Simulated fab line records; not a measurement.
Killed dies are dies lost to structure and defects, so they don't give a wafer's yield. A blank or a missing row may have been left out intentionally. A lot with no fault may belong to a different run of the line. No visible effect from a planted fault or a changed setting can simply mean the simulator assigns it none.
Chamber matching | flow sfq line | SFQ_TRILAYER_I3_VIA_ETCH_VIA_ETCH_088 on rie diel-02: 4 sister chambers
The step etches SiO2 in CHF3, stops on Nb, target depth 260 nm. 4 wafers are shown with their chamber, then 7 later ones without.

== WAFERS PAIRED WITH THEIR CHAMBERS ==
wafer  | chamber | oes product au (a.u.)
L457.5 | 0       | 0.857
L461.5 | 1       | 0.852
L462.1 | 3       | 0.852
L462.2 | 2       | 0.856

== WAFERS WITHOUT THEIR CHAMBER ==
wafer  | oes product au (a.u.)
L462.6 | 0.854
L463.3 | 0.858
L463.4 | 0.853
L463.6 | 0.854
L465.1 | 0.846
L465.2 | 0.853
L465.6 | 0.856

== EACH ONE'S CHAMBER ==
wafer  | from the rows above               | in truth
L462.6 | can't be placed: 1 or 2 or 3 or 0 | 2
L463.3 | can't be placed: 0 or 2 or 1 or 3 | 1
L463.4 | can't be placed: 1 or 3 or 2 or 0 | 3
L463.6 | can't be placed: 1 or 2 or 3 or 0 | 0
L465.1 | can't be placed: 1 or 3 or 2 or 0 | 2
L465.2 | can't be placed: 1 or 3 or 2 or 0 | 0
L465.6 | can't be placed: 2 or 0 or 1 or 3 | 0
Placed correctly: 0 of 7. Can't be placed from these rows: 7 (the true chamber is among the candidates in 7). Number placed wrongly: 0.
How it was worked out, from the rows above alone: a wafer's distance from a chamber is the root of the sum, over the readings, of the square of ((its reading less the chamber's mean) divided by the reading's scatter). If the next closest chamber is less than 2 further off than the closest, the wafer can't be placed; otherwise it belongs to the closest. For every chamber, the mean is computed from those of its wafers that are shown. The scatter (one wafer shown for each chamber): square how far every hidden wafer sits from the nearest shown wafer, average those squares and take the square root.
